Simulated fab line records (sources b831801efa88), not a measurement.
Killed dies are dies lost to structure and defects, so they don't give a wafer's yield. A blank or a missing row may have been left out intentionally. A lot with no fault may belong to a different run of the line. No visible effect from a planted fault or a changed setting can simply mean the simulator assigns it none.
fab line records -- flow sfq-line
record: lots: 9, wafers: 27, last-day: 85
route steps=325 shown M4@159 I4@165 JJ@182 R5@216
lots that met no fault: taken from a fault-free run of the same line
start-h: start of the lot's first displayed wafer, in hours after the record's first day -- wait-h: how many hours have passed since the lot's step before this one -- " the same as in the row above -- L1.1+2: a row that stands for several wafers -- - value missing, or start not given -- * or withheld: withheld -- < > ~ a bound
route shown NAME@n: names a module that has steps shown in the file, with the first one's number in the route -- usual: mean and standard deviation over wafers with no fault -- same: alike in all rows -- chamber/n: place in a boat -- sites: the reading at each site -- _std_site: standard deviation of those values -- _edge_site: the outer-site mean with the inner-site mean subtracted -- radius-mm: how far each site lies from the wafer's centre -- mask NAME#n: copy n -- behind: the tool/chamber that last shaped the wafer -- hold: cause of the lot's hold/its duration in hours/its outcome -- device: names the non-switching transistor (n, p or np) -- end of line: the tests these same wafers got at the end of their route -- step lacking rows: just its recipe -- killed: at the first sort, the dies lost to defects and structure; wafer yield is something else -- map: the dies of a wafer, with x for killed, . for not killed, _ for no die there
set.NAME: the setting the step ran with; set.NAME@STEP: the setting that earlier step ran with -- model.NAME: the simulator's own value behind a step, which no gauge read
route steps across a sampled set of lots; one table per step, one row per wafer
services: a tool's chamber out of use, with start hour (start-h, from the record's first day; less than 0 if before it), hours out, and reason
== steps ==
step: SFQ_TRILAYER_M4_BARC_OPEN_METAL_ETCH_123
recipe: mask-material: PR, chemistry: O2, target-depth-nm: 125, target: BARC, icp-w: 600, bias-w: 80, pressure-mtorr: 10, time-s: 41.7
usual: drypump-motor-current-A: 6.0/0.39, oes-product-au: 0.685/0.0046
lot.wafer,tool,chamber,start-h,wait-h,drypump-motor-current-A,oes-product-au,rf-hours-counter-h
L920.1,rie-metal-01,0,1031.65,0.0,5.9,0.687,98
L920.2,rie-metal-01,1,1031.65,0.0,6.2,0.689,24
L920.6,rie-metal-01,1,1031.65,0.0,6.2,0.678,-
L921.2,rie-metal-04,0,1037.26,0.0,5.8,0.697,75
L921.3,rie-metal-04,1,1037.26,0.0,5.5,0.690,-
L921.4,rie-metal-04,0,1037.26,0.0,5.7,0.690,-
L922.3,rie-metal-04,1,1055.51,0.0,5.5,0.678,-
L922.5,rie-metal-04,1,1055.51,0.0,5.5,0.675,-
L922.6,rie-metal-04,0,1055.51,0.0,5.8,0.686,-
L923.2,rie-metal-01,1,1062.77,0.0,6.2,0.690,28
L923.3,rie-metal-01,1,1062.77,0.0,6.2,0.684,-
L923.5,rie-metal-01,0,1062.77,0.0,5.9,0.690,-
L927.1,rie-metal-01,0,1233.93,0.0,5.9,0.684,131
L927.2,rie-metal-01,1,1233.93,0.0,6.1,0.680,48
L927.5,rie-metal-01,1,1233.93,0.0,6.2,0.685,-
L933.1,rie-metal-01,1,1270.83,0.0,6.2,0.681,54
L933.2,rie-metal-01,0,1270.83,0.0,6.0,0.683,137
L933.6,rie-metal-01,0,1270.83,0.0,6.0,0.681,-
L940.2,rie-metal-04,0,1299.94,0.0,5.8,0.685,119
L940.3,rie-metal-04,0,1299.94,0.0,5.8,0.679,-
L940.6,rie-metal-04,0,1299.94,0.0,5.8,0.685,-
L942.4,rie-metal-01,0,1303.56,0.0,5.9,0.688,-
L942.5,rie-metal-01,1,1303.56,0.0,6.2,0.679,-
L942.6,rie-metal-01,0,1303.56,0.0,5.9,0.687,-
L943.1,rie-metal-01,0,1308.34,0.0,5.9,0.682,2
L943.5,rie-metal-01,1,1308.34,0.0,6.2,0.683,-
L943.6,rie-metal-01,0,1308.34,0.0,5.9,0.681,-
step: SFQ_I4_BOW_MEAS_927
recipe: mode: bow
usual: I4_BOW: 4/8.6
lot.wafer,tool,chamber,start-h,wait-h,I4_BOW[um]
L920.1,film-metro-03,-,1038.73,1.5,-1
L920.2,film-metro-03,-,1038.73,1.5,-3
L920.6,film-metro-03,-,1038.73,1.5,4
L921.2,film-metro-01,-,1044.48,2.5,-5
L921.3,film-metro-01,-,1044.48,2.5,-9
L921.4,film-metro-01,-,1044.48,2.5,-13
L922.3,film-metro-04,-,1059.57,1.5,-10
L922.5,film-metro-04,-,1059.57,1.5,-13
L922.6,film-metro-04,-,1059.57,1.5,-8
L923.2,film-metro-01,-,1071.55,2.5,23
L923.3,film-metro-01,-,1071.55,2.5,11
L923.5,film-metro-01,-,1071.55,2.5,25
L927.1,film-metro-04,-,1239.77,1.5,8
L927.2,film-metro-04,-,1239.77,1.5,11
L927.5,film-metro-04,-,1239.77,1.5,2
L933.1,film-metro-04,-,1274.86,1.0,-1
L933.2,film-metro-04,-,1274.86,1.0,4
L933.6,film-metro-04,-,1274.86,1.0,2
L940.2,film-metro-03,-,1304.60,1.5,-7
L940.3,film-metro-03,-,1304.60,1.5,-2
L940.6,film-metro-03,-,1304.60,1.5,-8
L942.4,film-metro-01,-,1307.64,1.6,7
L942.5,film-metro-01,-,1307.64,1.6,-11
L942.6,film-metro-01,-,1307.64,1.6,-7
L943.1,film-metro-03,-,1312.38,1.5,4
L943.5,film-metro-03,-,1312.38,1.5,3
L943.6,film-metro-03,-,1312.38,1.5,4
step: SFQ_TRILAYER_JJ_TRILAYER_DEP_SPUTTER_112
recipe: material: Nb, base-pressure-pa: 1.33e-06, chamber-pressure-pa: 0.1333, substrate-temp-c: 20, target-thk-nm: 170, power-w: 2000, time-s: 113.3
usual: throttle-valve-pct: 30.0/1.2
lot.wafer,tool,chamber,start-h,wait-h,throttle-valve-pct
L920.1,pvd-sputter-05,-,1186.63,0.5,30.7
L920.2,pvd-sputter-05,-,1186.63,0.5,28.5
L920.6,pvd-sputter-05,-,1186.63,0.5,30.9
L921.2,pvd-sputter-03,-,1191.43,0.5,32.0
L921.3,pvd-sputter-03,-,1191.43,0.5,29.6
L921.4,pvd-sputter-03,-,1191.43,0.5,29.5
L922.3,pvd-sputter-06,-,1193.70,0.5,30.7
L922.5,pvd-sputter-06,-,1193.70,0.5,27.7
L922.6,pvd-sputter-06,-,1193.70,0.5,30.9
L923.2,pvd-sputter-03,-,1195.90,0.5,29.6
L923.3,pvd-sputter-03,-,1195.90,0.5,29.8
L923.5,pvd-sputter-03,-,1195.90,0.5,29.5
L927.1,pvd-sputter-03,-,1247.53,0.5,30.9
L927.2,pvd-sputter-03,-,1247.53,0.5,29.4
L927.5,pvd-sputter-03,-,1247.53,0.5,29.6
L933.1,pvd-sputter-03,-,1282.96,0.5,29.5
L933.2,pvd-sputter-03,-,1282.96,0.5,32.1
L933.6,pvd-sputter-03,-,1282.96,0.5,30.9
L940.2,pvd-sputter-06,-,1319.18,0.5,30.6
L940.3,pvd-sputter-06,-,1319.18,0.5,30.8
L940.6,pvd-sputter-06,-,1319.18,0.5,30.7
L942.4,pvd-sputter-03,-,1323.38,0.5,29.5
L942.5,pvd-sputter-03,-,1323.38,0.5,29.6
L942.6,pvd-sputter-03,-,1323.38,0.5,32.1
L943.1,pvd-sputter-05,-,1329.38,0.5,30.6
L943.5,pvd-sputter-05,-,1329.38,0.5,30.6
L943.6,pvd-sputter-05,-,1329.38,0.5,28.6
step: SFQ_R5_THK_MEAS_934
recipe: thk-meas-gauge: xrf, reads: MoNx_of_TRILAYER_R5_DEP_SPUTTER_133
usual: R5_MONX_THK: 40.2/0.56
lot.wafer,tool,chamber,start-h,wait-h,R5_MONX_THK[nm]
L920.1,film-metro-02,-,1220.42,0.1,41.7
L920.2,film-metro-02,-,1220.42,0.1,40.7
L920.6,film-metro-02,-,1220.42,0.1,41.0
L921.2,film-metro-02,-,1221.71,0.1,40.1
L921.3,film-metro-02,-,1221.71,0.1,40.3
L921.4,film-metro-02,-,1221.71,0.1,40.4
L922.3,film-metro-02,-,1223.44,0.1,40.6
L922.5,film-metro-02,-,1223.44,0.1,41.1
L922.6,film-metro-02,-,1223.44,0.1,40.2
L923.2,film-metro-03,-,1227.71,0.1,40.3
L923.3,film-metro-03,-,1227.71,0.1,40.3
L923.5,film-metro-03,-,1227.71,0.1,40.5
L927.1,film-metro-02,-,1390.73,0.1,41.6
L927.2,film-metro-02,-,1390.73,0.1,41.7
L927.5,film-metro-02,-,1390.73,0.1,41.5
L933.1,film-metro-02,-,1416.23,0.1,42.5
L933.2,film-metro-02,-,1416.23,0.1,42.0
L933.6,film-metro-02,-,1416.23,0.1,41.9
L940.2,film-metro-03,-,1452.65,0.1,40.1
L940.3,film-metro-03,-,1452.65,0.1,40.6
L940.6,film-metro-03,-,1452.65,0.1,39.6
L942.4,film-metro-03,-,1461.46,0.1,39.9
L942.5,film-metro-03,-,1461.46,0.1,40.0
L942.6,film-metro-03,-,1461.46,0.1,40.4
L943.1,film-metro-01,-,1464.43,0.1,39.9
L943.5,film-metro-01,-,1464.43,0.1,40.1
L943.6,film-metro-01,-,1464.43,0.1,40.4
== services ==
tool,chamber,start-h,hours,kind
pvd-sputter-03,-,1011.06,3.3,repair
rie-metal-01,-,1035.48,2.8,pm
pvd-sputter-06,-,1096.56,2.2,repair
rie-metal-01,1,1110.87,32.2,repair
pvd-sputter-03,-,1134.69,3.1,repair
pvd-sputter-03,-,1161.74,1.1,repair
pvd-sputter-06,-,1174.37,2.2,repair
rie-metal-04,-,1200.38,0.2,repair
rie-metal-01,0,1282.30,-,clean
rie-metal-01,0,1282.30,-,consumable-replace:focus-ring
rie-metal-01,0,1282.30,15.2,scheduled-down
rie-metal-01,0,1282.30,15.2,vent-cycle
pvd-sputter-05,-,1313.57,5.8,repair
rie-metal-01,-,1318.85,0.6,repair
== key ==
first-sign: step: SFQ_R5_THK_MEAS_934, reading: R5_MONX_THK, direction: up, sigmas: 3, usual: 40.2, struck: 41.9
effect none on later readings
met-at SFQ_R5_THK_MEAS_934
struck-lots L927,L933
not-acting-at SFQ_TRILAYER_M4_BARC_OPEN_METAL_ETCH_123,SFQ_I4_BOW_MEAS_927,SFQ_TRILAYER_JJ_TRILAYER_DEP_SPUTTER_112
onset-between 1223.44 1390.73
fault: kind: metrology-matching-offset, tool: film-metro-02, chamber: -, onset-h: 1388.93, steps: SFQ_R5_THK_MEAS_934, param: thk-nm, offset: 1.8165
